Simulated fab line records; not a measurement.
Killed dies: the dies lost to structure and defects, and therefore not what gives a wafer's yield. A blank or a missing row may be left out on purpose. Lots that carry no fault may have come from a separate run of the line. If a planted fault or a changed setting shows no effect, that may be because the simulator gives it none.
Struck lot and sound lot, side by side :: flow gf180mcu :: 43 out of 602 route steps
Sound: wafers L455.2, L455.4, L455.6. The struck wafers were L470.1, L470.2, L470.4. The cause is given at the end.
Per side, at each step with rows, come the tool, then ch with its chambers, and then its first start. Under that, the readings that differ: sound wafers :: struck wafers :: difference of the means :: sigmas: that difference in standard deviations of wafers without a fault.
alike: readings with means less than 2 such deviations apart, plus words and numbers identical on both sides. not compared: withheld readings, readings lacking a value on some wafer, bounds such as >300 that could conceal the same value, and numbers that have no deviation in the record and whose values overlap.
The two part at a step that has a row with sigmas, a row that says differs or no value, or rows on one side only. Numbers that don't overlap but have no deviation are shown without sigmas and don't part them. A reading that every wafer of one side lacks parts them only if that side has two wafers or more.

first, 6 steps without rows for these wafers: GF_V5_COAT_08; GF_V5_COAT_09 (resist thk 1000 nm); GF_V5_SOFTBAKE_10 (time 60 s); GF_V5_EXPOSE_11 (exposes mask Via5, target cd 260 nm); GF_V5_PEB_12 (peb time 90 s); GF_V5_DEVELOP_13 (develop time 60 s).
GF_V5_CD_MEAS_14 targets a cd of 260 nm.
  sound on cdSem-02 at day 28 00:00; struck on cdSem-02 at day 32 04:50
  alike: cdNm
GF_V5_OVL_MEAS_15:
  sound on overlay-02 at day 28 00:06; struck on overlay-01 at day 32 04:57
  alike: V5_OVL
then, 1 step without rows for these wafers: GF_V5_ETCH_16 (etches BARC in N2/H2).
GF_V5_ETCH_17: etches SiO2 in C4F8/O2/Ar, stops on TiN, target depth 855 nm.
  sound on rieDiel-02 ch 0,1,2; struck on rieDiel-03 ch 0,2,3
  alike: oesProductAu
then, 2 steps without rows for these wafers: GF_V5_STRIP_18 (strips in O2/N2); GF_V5_STRIP_19 (strips in post etch residue remover, time 1200 s).
GF_V5_CLEAN_20: cleans in DIW.
  sound on wetBench-03 ch 1, day 28 00:44; struck on wetBench-01 ch 1, day 32 05:37
then, 1 step without rows for these wafers: GF_V5_SPUTTER_21 (material Ti, target thk 15 nm, time 80.02 s).
GF_V5_SPUTTER_22: material TiN, target thk 10 nm, time 40 s.
  sound on pvdSputter-02 at day 28 00:53; struck on pvdSputter-01 at day 32 05:46
  alike: throttleValvePct
then, 1 step without rows for these wafers: GF_V5_CVD_23 (deposits W, target thk 350 nm, time 104.9 s).
GF_V5_RS_MEAS_24: measurement is done with a four-point probe.
  sound on filmMetro-01 at day 28 01:03; struck on filmMetro-02 at day 32 05:55
  alike: V5_W_RS
GF_V5_THK_MEAS_25: measures by xrf.
  sound on filmMetro-01 at day 28 01:10; struck on filmMetro-02 at day 32 06:02
  alike: V5_W_THK
then, 4 steps without rows for these wafers: GF_V5_CMP_26 (polishes, stops on SiO2, t overpolish 15 s, target thk 0 nm); GF_TOP_METAL_SPUTTER_00 (material Ti, target thk 37.5 nm, time 150 s); GF_TOP_METAL_SPUTTER_01 (material TiN, target thk 30 nm, time 25 s); GF_TOP_METAL_SPUTTER_02 (material AlCu, target thk 900 nm, time 47.82 s).
GF_TOP_METAL_SPUTTER_03: material Ti, target thk 5 nm, time 3.3 s.
  sound on pvdSputter-02 at day 28 01:41; struck on pvdSputter-01 at day 32 06:34
  alike: throttleValvePct
then, 1 step without rows for these wafers: GF_TOP_METAL_SPUTTER_04 (material TiN, target thk 25 nm, time 20.8 s).
GF_TOP_METAL_RS_MEAS_05: measurement is done with a four-point probe.
  sound on filmMetro-01 at day 28 01:45; struck on filmMetro-02 at day 32 06:37
  alike: TOP_METAL_ALCU_RS
GF_TOP_METAL_THK_MEAS_06: measures by xrf.
  sound on filmMetro-01 at day 28 01:52; struck on filmMetro-02 at day 32 06:44
  alike: TOP_METAL_ALCU_THK
then, 7 steps without rows for these wafers: GF_TOP_METAL_DEHYDRATE_07 (time 60 s); GF_TOP_METAL_HMDS_08 (prime time 60 s); GF_TOP_METAL_COAT_09 (resist thk 1500 nm); GF_TOP_METAL_SOFTBAKE_10 (time 60 s); GF_TOP_METAL_EXPOSE_11 (exposes mask MetalTop, target cd 440 nm); GF_TOP_METAL_PEB_12; GF_TOP_METAL_DEVELOP_13 (develop time 60 s).
GF_TOP_METAL_CD_MEAS_14 targets a cd of 440 nm.
  sound on cdSem-02 at day 28 21:15; struck on cdSem-02 at day 32 23:14
  alike: cdNm
GF_TOP_METAL_OVL_MEAS_15:
  sound on overlay-01 at day 28 21:22; struck on overlay-01 at day 32 23:21
reading: TOP_METAL_OVL (nm)
sound: 2.0 1.9 0.7
struck: -2.5 -1.4 -1.2
difference: -3.2
sigmas: -2
GF_TOP_METAL_METAL_ETCH_16: etches the open film in Cl2/BCl3, stops on SiO2, target depth 1077.5 nm, time 179.6 s.
  sound on rieMetal-01 ch 0,1, day 28 21:23; struck on rieMetal-01 ch 0,1, day 32 23:23
  alike: bcl3FlowSccm, drypumpMotorCurrentA, oesProductAu, throttleValvePct
  not compared: rfHoursCounterH
then, 4 steps without rows for these wafers: GF_TOP_METAL_STRIP_17 (strips in O2/N2); GF_TOP_METAL_STRIP_18 (strips in post etch residue remover, time 1200 s); GF_TOP_METAL_CLEAN_19 (cleans in DIW); GF_PASSIVATION_CVD_00 (deposits SiO2 from TEOS, target thk 1000 nm, time 111.95 s).
GF_PASSIVATION_THK_MEAS_01:
  sound on filmMetro-04 at day 28 22:11; struck on filmMetro-04 at day 33 00:10
  alike: PASSIVATION_CVD_00_THK
GF_PASSIVATION_CVD_02: deposits Si3N4, target thk 700 nm, time 486.18 s.
  sound on pecvd-02 ch 0,2, day 28 22:14; struck on pecvd-03 ch 0,2, day 33 00:14
  alike: heaterPowerW, susceptorTempC
GF_PASSIVATION_PROBE_99:
  only the struck wafers here have rows in the record (prober-02, day 33 18:22); the sound ones have none

== WHERE THEY PART ==
First at GF_TOP_METAL_OVL_MEAS_15; last, within this record, at GF_PASSIVATION_PROBE_99.

WHY: whatever the simulator had introduced
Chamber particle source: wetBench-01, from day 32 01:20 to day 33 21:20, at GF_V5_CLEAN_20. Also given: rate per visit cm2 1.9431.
